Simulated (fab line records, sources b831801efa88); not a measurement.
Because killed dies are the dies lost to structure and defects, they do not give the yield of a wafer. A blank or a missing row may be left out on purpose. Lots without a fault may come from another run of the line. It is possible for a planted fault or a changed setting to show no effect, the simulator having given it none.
Which tool was responsible? | flow gf180mcu | 12 lots with 36 wafers sampled at 4 steps, on a route of 602 steps

WHAT EACH GAUGE READ, for each wafer
GF_M1_RS_MEAS_05: measures by four-point-probe. Usual: M1_ALCU_RS typically reads 0.0697 ohm/sq, with standard deviation 0.00057.
lot  | measured     | on           | M1_ALCU_RS (ohm/sq)  | flag
L893 | day 16 18:10 | filmMetro-01 | 0.0696 0.0696 0.0690 | 
L894 | day 17 05:55 | filmMetro-03 | 0.0698 0.0692 0.0695 | 
L895 | day 17 10:19 | filmMetro-03 | 0.0691 0.0689 0.0689 | 
L896 | day 18 01:32 | filmMetro-03 | 0.0693 0.0701 0.0702 | 
L897 | day 18 10:46 | filmMetro-03 | 0.0691 0.0694 0.0703 | 
L898 | day 18 15:13 | filmMetro-03 | 0.0700 0.0704 0.0695 | 
L899 | day 19 03:23 | filmMetro-04 | 0.0701 0.0701 0.0700 | 
L900 | day 19 11:09 | filmMetro-04 | 0.0691 0.0698 0.0694 | 
L910 | day 23 02:06 | filmMetro-04 | 0.0696 0.0697 0.0692 | 
L911 | day 23 05:12 | filmMetro-04 | 0.0691 0.0690 0.0696 | 
L912 | day 23 14:17 | filmMetro-01 | 0.0697 0.0698 0.0701 | 
L913 | day 23 22:53 | filmMetro-04 | 0.0695 0.0690 0.0690 | 

WHICH TOOL RAN EACH LOT (tool, then ch and the chambers of the sampled wafers, then the start)
lot  | GF_DNWELL_STRIP_08                 | GF_NWELL_STRIP_10                  | GF_SAB_STRIP_13
L893 | plasmaAsher-02 ch 0,1, day 3 04:50 | plasmaAsher-02 ch 0, day 3 17:04   | plasmaAsher-02 ch 0,1, day 15 17:32
L894 | plasmaAsher-02 ch 0,1, day 3 09:59 | plasmaAsher-02 ch 0, day 3 22:47   | plasmaAsher-01 ch 1, day 16 05:14
L895 | plasmaAsher-04 ch 0,1, day 3 15:38 | plasmaAsher-02 ch 0,1, day 4 05:14 | plasmaAsher-04 ch 0,1, day 16 09:13
L896 | plasmaAsher-04 ch 0,1, day 3 21:23 | plasmaAsher-03 ch 0,1, day 4 10:46 | plasmaAsher-01 ch 0,1, day 16 22:31
L897 | plasmaAsher-03 ch 0,1, day 4 02:29 | plasmaAsher-02 ch 0,1, day 4 15:59 | plasmaAsher-02 ch 0,1, day 17 07:58
L898 | plasmaAsher-04 ch 1, day 4 07:26   | plasmaAsher-01 ch 0,1, day 4 21:08 | plasmaAsher-01 ch 0,1, day 17 12:37
L899 | plasmaAsher-02 ch 0,1, day 4 12:53 | plasmaAsher-03 ch 0,1, day 5 03:44 | plasmaAsher-02 ch 0,1, day 18 00:38
L900 | plasmaAsher-03 ch 0,1, day 4 16:50 | plasmaAsher-01 ch 0,1, day 5 07:28 | plasmaAsher-02 ch 0,1, day 18 08:12
L910 | plasmaAsher-02 ch 0,1, day 7 00:53 | plasmaAsher-01 ch 1, day 7 16:50   | plasmaAsher-04 ch 0, day 21 23:32
L911 | plasmaAsher-02 ch 0,1, day 7 04:14 | plasmaAsher-03 ch 0,1, day 7 20:47 | plasmaAsher-04 ch 1, day 22 02:53
L912 | plasmaAsher-04 ch 0,1, day 7 09:20 | plasmaAsher-01 ch 0,1, day 8 01:07 | plasmaAsher-01 ch 0,1, day 22 12:50
L913 | plasmaAsher-02 ch 0,1, day 7 15:41 | plasmaAsher-01 ch 0,1, day 8 08:05 | plasmaAsher-01 ch 0,1, day 22 21:23
- GF_DNWELL_STRIP_08: strips in O2/N2.
- GF_NWELL_STRIP_10: strips in O2/N2.
- GF_SAB_STRIP_13: strips in O2/N2.

AS READ BY THE TOOLS THEMSELVES (means over the sampled wafers that have a number; for cases with no such wafer, the mark the record gives instead)
GF_DNWELL_STRIP_08. Usual: drypumpMotorCurrentA 6.1 A, standard deviation 0.44; heaterPowerW 312 W, standard deviation 29; oesProductAu 0.722 a.u., standard deviation 0.0049; stripTimeToEndpointS 36.95 s, standard deviation 0.1.
lot  | tool           | drypumpMotorCurrentA (A) | heaterPowerW (W) | oesProductAu (a.u.) | stripTimeToEndpointS (s) | flag
L893 | plasmaAsher-02 | 5.9                      | 302              | 0.721               | 36.91                    | 
L894 | plasmaAsher-02 | 5.9                      | 297              | 0.721               | 36.92                    | 
L895 | plasmaAsher-04 | 6.6                      | 322              | 0.722               | 36.87                    | 
L896 | plasmaAsher-04 | 6.6                      | 329              | 0.723               | 36.82                    | 
L897 | plasmaAsher-03 | 5.7                      | 309              | 0.723               | 36.84                    | 
L898 | plasmaAsher-04 | 6.6                      | 327              | 0.723               | 37.10                    | 
L899 | plasmaAsher-02 | 5.9                      | 300              | 0.972               | -                        | OFF
L900 | plasmaAsher-03 | 5.7                      | 305              | 0.721               | 37.18                    | 
L910 | plasmaAsher-02 | 5.9                      | 302              | 0.720               | 36.98                    | 
L911 | plasmaAsher-02 | 5.9                      | 326              | 0.718               | 37.08                    | 
L912 | plasmaAsher-04 | 6.6                      | 321              | 0.724               | 36.88                    | 
L913 | plasmaAsher-02 | 5.9                      | 318              | 0.718               | 36.99                    | 

GF_NWELL_STRIP_10. Usual: drypumpMotorCurrentA 5.70 A, standard deviation 0.26; heaterPowerW 304 W, standard deviation 36; oesProductAu 0.723 a.u., standard deviation 0.0049; stripTimeToEndpointS 36.91 s, standard deviation 0.086.
lot  | tool           | drypumpMotorCurrentA (A) | heaterPowerW (W) | oesProductAu (a.u.) | stripTimeToEndpointS (s) | flag
L893 | plasmaAsher-02 | 5.81                     | 346              | 0.725               | 36.92                    | 
L894 | plasmaAsher-02 | 5.83                     | 341              | 0.723               | 36.99                    | 
L895 | plasmaAsher-02 | 5.86                     | 320              | 0.725               | 36.91                    | 
L896 | plasmaAsher-03 | 5.56                     | 286              | 0.721               | 36.89                    | 
L897 | plasmaAsher-02 | 5.86                     | 324              | 0.724               | 36.85                    | 
L898 | plasmaAsher-01 | 5.53                     | 306              | 0.722               | 36.96                    | 
L899 | plasmaAsher-03 | 5.56                     | 286              | 0.724               | 38.54                    | OFF
L900 | plasmaAsher-01 | 5.53                     | 308              | 0.722               | 36.99                    | 
L910 | plasmaAsher-01 | 5.99                     | 354              | 0.720               | 36.86                    | 
L911 | plasmaAsher-03 | 5.56                     | 285              | 0.723               | 36.80                    | 
L912 | plasmaAsher-01 | 5.76                     | 324              | 0.724               | 36.95                    | 
L913 | plasmaAsher-01 | 5.75                     | 327              | 0.721               | 36.78                    | 

GF_SAB_STRIP_13. Usual: drypumpMotorCurrentA 6.0 A, standard deviation 0.47; heaterPowerW 315 W, standard deviation 32; oesProductAu 0.709 a.u., standard deviation 0.0043; stripTimeToEndpointS 12.62 s, standard deviation 0.035.
lot  | tool           | drypumpMotorCurrentA (A) | heaterPowerW (W) | oesProductAu (a.u.) | stripTimeToEndpointS (s) | flag
L893 | plasmaAsher-02 | 5.9                      | 298              | 0.713               | 12.63                    | 
L894 | plasmaAsher-01 | 6.0                      | 352              | 0.712               | 12.64                    | 
L895 | plasmaAsher-04 | 6.6                      | 320              | 0.709               | 12.65                    | 
L896 | plasmaAsher-01 | 5.6                      | 299              | 0.711               | 12.60                    | 
L897 | plasmaAsher-02 | 5.9                      | 321              | 0.707               | 12.60                    | 
L898 | plasmaAsher-01 | 5.5                      | 299              | 0.710               | 12.57                    | 
L899 | plasmaAsher-02 | 5.9                      | 296              | 0.709               | 12.59                    | 
L900 | plasmaAsher-02 | 5.9                      | 297              | 0.712               | 12.67                    | 
L910 | plasmaAsher-04 | 6.6                      | 319              | 0.711               | 12.62                    | 
L911 | plasmaAsher-04 | 6.6                      | 323              | 0.708               | 12.68                    | 
L912 | plasmaAsher-01 | 5.5                      | 298              | 0.709               | 12.65                    | 
L913 | plasmaAsher-01 | 5.8                      | 325              | 0.710               | 12.57                    | 

THE ANSWER, worked out from the rows above alone
Rule: a lot counts as off when the mean over its wafers that have a number is more than 3 standard deviations away from the usual mean. A lot without any number at a reading at which 4 lots or more have one is off too. Any other lot the step has rows for is counted as sound. The gauges are gone through in route order, then the tools' own readings, and for those a lot's mean is taken as printed above. At the first step where some lot is off, the reading lying furthest off is the one used; lots without a number count as furthest.
Off, at GF_DNWELL_STRIP_08 on stripTimeToEndpointS: L899. Without a number there: L899.
If a tool, at that step or one of the process steps before it, ran each lot that is off and ran no sound lot following the first of them, it fits. No candidate that was tried fits.

WHAT THE SIMULATOR PUT IN
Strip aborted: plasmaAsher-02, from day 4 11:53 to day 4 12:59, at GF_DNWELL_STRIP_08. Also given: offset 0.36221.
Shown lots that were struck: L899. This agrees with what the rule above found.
